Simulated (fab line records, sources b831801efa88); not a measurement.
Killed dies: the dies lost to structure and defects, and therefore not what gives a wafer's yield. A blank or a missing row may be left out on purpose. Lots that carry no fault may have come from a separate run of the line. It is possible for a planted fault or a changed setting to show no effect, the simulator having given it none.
A struck lot beside a sound one    flow sky130    26 steps out of a route of 708
Sound: wafers L604.2, L604.5, L604.6. Struck: wafer L614.3. (L614.2, L614.6 of the same lot were not struck and are left out.) The cause comes at the end.
At each step with rows: each side's tool, then ch and its chambers, then its first start. Under that, the readings that differ: sound wafers    struck wafers    difference of the means    sigmas: that difference in standard deviations of wafers without a fault.
alike: a reading whose means differ by less than 2 such deviations, as well as words and numbers matching on both sides. not compared: withheld readings; readings where some wafer has no value; bounds like >300 that might hide an equal value; numbers whose values overlap and for which the record gives no deviation.
A row with sigmas, a row that says differs or no value, or rows on one side alone: a step with any of these is where the two part. Numbers that have no deviation but don't overlap get no sigmas and don't part them. A reading missing from all wafers of one side parts the sides only when that side holds two or more wafers.

SKY_LI_CONTACT_CVD_21: deposits W, target thk 400 nm, time 120.56 s.
  sound on cvd w-02 ch 0,1, day 30 15:36; struck on cvd w-01 ch 1, day 33 23:10
  alike: chamber pressure Torr, heater power w
SKY_LI_CONTACT_RS_MEAS_22: measures by four-point-probe.
  sound on film metro-01 at day 30 15:45; struck on film metro-01 at day 33 23:19
  alike: LI_CONTACT_W_RS
SKY_LI_CONTACT_THK_MEAS_23: measures by xrf.
  sound on film metro-01 at day 30 15:52; struck on film metro-01 at day 33 23:25
  alike: LI_CONTACT_W_THK
SKY_LI_CONTACT_CMP_24: polishes, stops on PSG, t overpolish 20 s, target thk 0 nm.
  sound on cmp-02 ch 1,2, day 30 15:58; struck on cmp-01 ch 0, day 33 23:34
  alike: motor current A, overpolish run s, time to endpoint s
SKY_LOCAL_INTERCONNECT_SPUTTER_00: material TiN, target thk 100 nm, time 83.3 s.
  sound on pvd sputter-03 at day 30 16:13; struck on pvd sputter-03 at day 33 23:52
  alike: throttle valve pct
SKY_LOCAL_INTERCONNECT_RS_MEAS_01: measures by four-point-probe.
  sound on film metro-04 at day 30 16:17; struck on film metro-01 at day 33 23:57
  alike: LOCAL_INTERCONNECT_TIN_RS
SKY_LOCAL_INTERCONNECT_THK_MEAS_02: measures by xrf.
  sound on film metro-04 at day 30 16:24; struck on film metro-01 at day 34 00:04
  alike: LOCAL_INTERCONNECT_TIN_THK
then, 5 steps without rows for these wafers: SKY_LOCAL_INTERCONNECT_DEHYDRATE_03 (time 60 s); SKY_LOCAL_INTERCONNECT_HMDS_04 (prime time 60 s); SKY_LOCAL_INTERCONNECT_COAT_05 (resist thk 60 nm); SKY_LOCAL_INTERCONNECT_COAT_06 (resist thk 450 nm); SKY_LOCAL_INTERCONNECT_SOFTBAKE_07 (time 90 s).
SKY_LOCAL_INTERCONNECT_EXPOSE_08: exposes mask LI1M, target cd 170 nm.
  sound on krf scanner-01 ch 0, day 31 07:09; struck on krf scanner-01 ch 0, day 34 12:55
  alike: mask, exposure dose mJ cm2
then, 2 steps without rows for these wafers: SKY_LOCAL_INTERCONNECT_PEB_09; SKY_LOCAL_INTERCONNECT_DEVELOP_10 (develop time 60 s).
SKY_LOCAL_INTERCONNECT_CD_MEAS_11: the cd target is 170 nm.
  sound on cd sem-02 at day 31 19:53; struck on cd sem-01 at day 35 02:40
reading     sound              struck  difference  sigmas
cd nm (nm)  171.4 173.6 171.9  56.9    -115.4      -68
SKY_LOCAL_INTERCONNECT_OVL_MEAS_12:
  sound on overlay-02 at day 31 19:59; struck on overlay-02 at day 35 02:47
  alike: LOCAL_INTERCONNECT_OVL
SKY_LOCAL_INTERCONNECT_ETCH_13: etches BARC in N2/H2, stops on SiO2, time 45.9 s, target depth 60 nm.
  sound on rie metal-02 ch 0,1, day 31 20:01; struck on rie metal-03 ch 1, day 35 02:50
reading                              sound              struck  difference  sigmas
drypump motor current A (A)          6.0 5.7 6.0        5.0     -0.9        -2
model.LOCAL_INTERCONNECT.cd nm (nm)  170.5 173.5 171.2  56.86   -114.87     
  alike: n2 flow sccm, oes product au, throttle valve pct
  not compared: rf hours counter h
SKY_LOCAL_INTERCONNECT_METAL_ETCH_14: etches TiN in Cl2/BCl3, stops on PSG, target depth 110 nm, time 31.4 s.
  sound on rie metal-02 ch 0,1, day 31 20:05; struck on rie metal-03 ch 1, day 35 02:57
reading                              sound              struck  difference  sigmas
drypump motor current A (A)          6.0 5.7 6.0        5.0     -0.9        -2
model.LOCAL_INTERCONNECT.cd nm (nm)  170.3 173.5 171.5  57.77   -114.00     
  alike: oes product au, throttle valve pct
  not compared: rf hours counter h
SKY_LOCAL_INTERCONNECT_STRIP_15: strips in O2/N2.
  sound on plasma asher-03 ch 0,1, day 31 20:08; struck on plasma asher-03 ch 1, day 35 03:02
  alike: drypump motor current A, n2 flow sccm, oes product au, strip time to endpoint s
  not compared: rf hours counter h
then, 3 steps without rows for these wafers: SKY_LOCAL_INTERCONNECT_STRIP_16 (strips in post etch residue remover, time 1200 s); SKY_LOCAL_INTERCONNECT_CLEAN_17 (cleans in IPA, time 180 s); SKY_LOCAL_INTERCONNECT_CLEAN_18 (cleans in O3/DIW).
SKY_CONTACT_CVD_00: deposits Si3N4, target thk 75 nm.
  the record has rows for the sound wafers here (pecvd-02 ch 1,2, day 31 20:44) and none for the struck ones
SKY_CONTACT_THK_MEAS_01:
  the record holds rows for the sound wafers here (film metro-04, day 31 20:46) but none for the struck ones
-- the record jumps here: 14 days lie between the struck wafers' starts before and after (it left off in module CONTACT and takes up again in module PAD_OPEN, whose first step shown is number 708 of the route) --
SKY_PAD_OPEN_PROBE_99:
  sound on prober-02 at day 46 20:43; struck on prober-02 at day 49 07:38
reading                        sound              struck  difference  sigmas
model.etest.mcon chain.rc ohm  16.97 16.34 16.44  29.64   +13.06      
model.etest.ring_5v.no ring    0 0 0              1       +1          
model.etest.res li.open        0 0 0              1       +1          
model.etest.ring_1v8.no ring   0 0 0              1       +1          

== WHERE THEY PART ==
First at SKY_LOCAL_INTERCONNECT_CD_MEAS_11; last, within this record, at SKY_CONTACT_THK_MEAS_01.

WHY: what the simulator had put in
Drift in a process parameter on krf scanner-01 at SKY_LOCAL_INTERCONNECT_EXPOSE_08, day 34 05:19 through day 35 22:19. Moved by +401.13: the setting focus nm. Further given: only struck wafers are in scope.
